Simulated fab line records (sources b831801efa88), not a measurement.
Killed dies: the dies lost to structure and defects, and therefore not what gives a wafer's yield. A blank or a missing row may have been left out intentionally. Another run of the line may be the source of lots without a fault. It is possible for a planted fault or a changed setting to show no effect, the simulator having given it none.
Which tool was responsible? :: flow gf180mcu :: 15 lots, 45 wafers sampled, at 1 step of a route of 602

## WHAT THE GAUGES READ, wafer by wafer
GF_V2_RS_MEAS_24: uses a four-point probe to measure. Usual: V2_W_RS typically reads 0.329 ohm/sq, with standard deviation 0.0042.
lot: L919
measured: day 20 06:11
on: filmMetro-04
V2_W_RS (ohm/sq): 0.331 0.327 0.329
flag: 

lot: L920
measured: day 20 16:35
on: filmMetro-01
V2_W_RS (ohm/sq): 0.327 0.329 0.328
flag: 

lot: L921
measured: day 21 07:50
on: filmMetro-04
V2_W_RS (ohm/sq): 0.327 0.335 0.329
flag: 

lot: L922
measured: day 21 11:25
on: filmMetro-03
V2_W_RS (ohm/sq): 0.333 0.328 0.329
flag: 

lot: L923
measured: day 22 02:53
on: filmMetro-01
V2_W_RS (ohm/sq): 0.327 0.324 0.334
flag: 

lot: L924
measured: day 22 13:18
on: filmMetro-04
V2_W_RS (ohm/sq): 0.332 0.329 0.332
flag: 

lot: L925
measured: day 22 22:52
on: filmMetro-03
V2_W_RS (ohm/sq): 0.330 0.327 0.329
flag: 

lot: L932
measured: day 25 03:50
on: filmMetro-01
V2_W_RS (ohm/sq): 0.326 0.334 0.331
flag: 

lot: L933
measured: day 25 10:01
on: filmMetro-01
V2_W_RS (ohm/sq): 0.335 0.327 0.334
flag: 

lot: L935
measured: day 26 01:58
on: filmMetro-03
V2_W_RS (ohm/sq): 0.328 0.332 0.329
flag: 

lot: L936
measured: day 26 06:30
on: filmMetro-01
V2_W_RS (ohm/sq): 0.322 0.320 0.328
flag: 

lot: L939
measured: day 27 07:33
on: filmMetro-04
V2_W_RS (ohm/sq): 0.327 0.320 0.326
flag: 

lot: L940
measured: day 27 11:32
on: filmMetro-01
V2_W_RS (ohm/sq): 0.329 0.330 0.337
flag: 

lot: L941
measured: day 27 13:48
on: filmMetro-01
V2_W_RS (ohm/sq): 0.336 0.330 0.335
flag: 

lot: L942
measured: day 28 01:16
on: filmMetro-03
V2_W_RS (ohm/sq): 0.323 0.333 0.331
flag: 

## TOOL THAT RAN EACH LOT (tool first, then ch and the chambers of the sampled wafers, then the start)
Record: no process step prior to these readings.

## AS READ BY THE TOOLS THEMSELVES (means over the sampled wafers that have a number; for cases with no such wafer, the mark the record gives instead)
The record holds no such reading with a usual standard deviation.

## THE ANSWER, worked out from the rows above alone
Rule: a lot is off if the mean of its wafers that have a number lies more than 3 standard deviations from the usual mean. A lot without any number at a reading at which 4 lots or more have one is off too. Where the step has rows for the other lots, those lots are counted as sound. After the gauges, taken in route order, come the tools' own readings; for these a lot's mean is taken, as printed above. At the first step where some lot is off, the reading lying furthest off is the one used; lots without a number count as furthest.
Across all readings shown, no lot is off: no conclusion can be drawn from this.

## WHAT THE SIMULATOR PUT IN
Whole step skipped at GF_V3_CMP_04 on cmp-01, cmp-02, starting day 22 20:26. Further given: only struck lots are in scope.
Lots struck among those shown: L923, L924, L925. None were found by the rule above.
